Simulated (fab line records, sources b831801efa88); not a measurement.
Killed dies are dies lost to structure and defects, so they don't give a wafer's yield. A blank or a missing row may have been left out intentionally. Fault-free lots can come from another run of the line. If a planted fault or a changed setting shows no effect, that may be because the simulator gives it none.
Comparing a struck lot with a sound one    flow sfq_line    18 out of 325 route steps
Sound: wafers L126.1, L126.2, L126.6. Struck: wafers L133.1, L133.2, L133.4. The cause is given at the end.
Per side, at each step with rows, come the tool, then ch with its chambers, and then its first start. Under that, the readings that differ: sound wafers    struck wafers    difference of the means    sigmas: that difference in standard deviations of wafers without a fault.
alike: readings with means less than 2 such deviations apart, plus words and numbers identical on both sides. not compared: withheld readings, readings lacking a value on some wafer, bounds such as >300 that could conceal the same value, and numbers that have no deviation in the record and whose values overlap.
Wherever a step has rows on one side only, a row that says differs or no value, or a row with sigmas, the two part there. Numbers that have no deviation but don't overlap get no sigmas and don't part them. A reading missing from all wafers of one side parts the sides only when that side holds two or more wafers.

first, 3 steps without rows for these wafers: SFQ_TRILAYER_I5_LITHO_EXPOSE_145 (exposes mask I5, target cd 700 nm); SFQ_TRILAYER_I5_LITHO_PEB_147 (peb time 60 s); SFQ_TRILAYER_I5_LITHO_DEVELOP_146 (time 60 s).
SFQ_I5_OVL_MEAS_936:
  sound: overlay-01 at day 66 13:55; struck: overlay-02 at day 68 12:50
  alike: I5_OVL
SFQ_TRILAYER_I5_BARC_OPEN_VIA_ETCH_200: etches BARC in O2, target depth 125 nm, time 41.7 s.
  sound on rie_diel-01 ch 0,2, day 66 13:58; struck on rie_diel-04 ch 1,2,3, day 68 12:53
  alike: chamber_pressure_mTorr, drypump_motor_current_A, oes_product_au
  not compared: rf_hours_counter_h
SFQ_TRILAYER_I5_ETCH_VIA_ETCH_147: etches the open film in CHF3, stops on Nb, target depth 360 nm.
  sound on rie_diel-01 ch 0,2, day 66 14:00; struck on rie_diel-04 ch 1,2,3, day 68 12:55
  alike: chamber_pressure_mTorr, drypump_motor_current_A, oes_product_au
SFQ_TRILAYER_I5_STRIP_STRIP_148: strips in O2.
  sound on rie_metal-03 ch 0,1, day 66 14:09; struck on rie_metal-01 ch 0,1, day 68 13:04
  alike: chamber_pressure_mTorr, drypump_motor_current_A, oes_product_au
  not compared: rf_hours_counter_h
then, 5 steps without rows for these wafers: SFQ_TRILAYER_I5_STRIP_SOLV_CLEAN_149 (cleans in NMP, time 600 s); SFQ_TRILAYER_C5_LITHO_COAT_156 (resist thk 62 nm); SFQ_TRILAYER_C5_LITHO_COAT_151 (resist thk 656.7 nm); SFQ_TRILAYER_C5_LITHO_SOFTBAKE_155; SFQ_TRILAYER_C5_LITHO_EXPOSE_152 (exposes mask C5, target cd 500 nm).
-- the record jumps here: 4 days lie between the struck wafers' starts before and after --
SFQ_TRILAYER_C5_LITHO_PEB_154: peb time 60 s.
  sound on litho_track-02 ch 0, day 66 16:53; struck on litho_track-01 ch 0, day 72 01:26
reading                   sound                 struck                difference  sigmas
heater_power_total_W (W)  79.06 79.14 79.24     78.09 78.09 78.16     -1.03       -15
plate_temp_C (C)          115.03 115.02 114.94  113.89 113.95 113.73  -1.14       -10
then, 1 step without rows for these wafers: SFQ_TRILAYER_C5_LITHO_DEVELOP_153 (time 60 s).
SFQ_C5_OVL_MEAS_937:
  sound: overlay-01 at day 66 17:11; struck: overlay-01 at day 72 01:44
  alike: C5_OVL
SFQ_TRILAYER_C5_BARC_OPEN_VIA_ETCH_210: etches BARC in O2, target depth 125 nm, time 41.7 s.
  sound on rie_diel-04 ch 0,2,3, day 66 17:13; struck on rie_diel-02 ch 0,1, day 72 01:46
reading              sound              struck             difference  sigmas
model.C5.cd_nm (nm)  500.2 499.2 501.2  478.5 477.3 476.9  -22.6       
  alike: chamber_pressure_mTorr, drypump_motor_current_A, oes_product_au
  not compared: rf_hours_counter_h
SFQ_TRILAYER_C5_ETCH_VIA_ETCH_154: etches SiO2 in CHF3, stops on Nb, target depth 84 nm.
  sound on rie_diel-04 ch 0,2,3, day 66 17:16; struck on rie_diel-02 ch 0,1, day 72 01:49
reading              sound              struck             difference  sigmas
model.C5.cd_nm (nm)  500.2 499.4 501.6  478.3 477.2 476.5  -23.1       
  alike: chamber_pressure_mTorr, drypump_motor_current_A, oes_product_au
SFQ_TRILAYER_C5_STRIP_STRIP_155: strips in O2.
  sound on rie_metal-03 ch 0,1, day 66 17:19; struck on rie_metal-03 ch 0,1, day 72 01:51
  alike: chamber_pressure_mTorr, drypump_motor_current_A, oes_product_au
  not compared: rf_hours_counter_h

## WHERE THEY PART
At SFQ_TRILAYER_C5_LITHO_PEB_154 and nowhere else, as far as this record goes. Later steps at which nothing parts them and some readings are alike: SFQ_C5_OVL_MEAS_937, SFQ_TRILAYER_C5_BARC_OPEN_VIA_ETCH_210, SFQ_TRILAYER_C5_ETCH_VIA_ETCH_154, SFQ_TRILAYER_C5_STRIP_STRIP_155.

WHY: the cause the simulator had injected
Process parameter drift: litho_track-01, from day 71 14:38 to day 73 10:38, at SFQ_TRILAYER_C5_LITHO_PEB_154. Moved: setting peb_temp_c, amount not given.
